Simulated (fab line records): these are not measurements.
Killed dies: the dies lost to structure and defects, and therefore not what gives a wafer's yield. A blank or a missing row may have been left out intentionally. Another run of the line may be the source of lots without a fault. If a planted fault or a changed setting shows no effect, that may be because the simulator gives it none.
Which tool did it? | flow gf180mcu | 7 lots (21 wafers sampled), 1 step of a 602-step route

== WHAT EACH GAUGE READ, for each wafer ==
GF_V3_OVL_MEAS_15.
lot  | measured     | on         | V3_OVL (nm)
L949 | day 22 19:52 | overlay-01 | -13 -11 -11
L951 | day 23 14:43 | overlay-01 | -9 -9 -8
L955 | day 25 07:02 | overlay-02 | -5 -6 -2
L960 | day 27 03:34 | overlay-01 | -7 -7 -7
L962 | day 27 18:16 | overlay-01 | -11 -9 -11
L966 | day 29 00:25 | overlay-02 | -2 -6 0
L969 | day 29 14:02 | overlay-02 | -10 -5 -3

== WHAT TOOL EACH LOT RAN ON (gives the tool, then ch and the chambers of the sampled wafers, and finally the start) ==
The record shows no process step preceding these readings.

== THE ANSWER, worked out from the rows above alone ==
Rule: the lots themselves supply what counts as usual. Put in order of their means at a reading, lots are off if they are a third of the lots or fewer, leave a main group of 4 or more, and stand apart from it by a gap of 3 or more times the standard deviation of the main group's means; of several such gaps the widest counts. A main group is skipped when, at the precision printed for the reading in the tables above, its means are all equal. A lot without any number at a reading at which 4 lots or more have one is off too. Any other lot the step has rows for is counted as sound.
No lot is off at any reading shown: from this, nothing can be told.

== WHAT THE SIMULATOR PUT IN ==
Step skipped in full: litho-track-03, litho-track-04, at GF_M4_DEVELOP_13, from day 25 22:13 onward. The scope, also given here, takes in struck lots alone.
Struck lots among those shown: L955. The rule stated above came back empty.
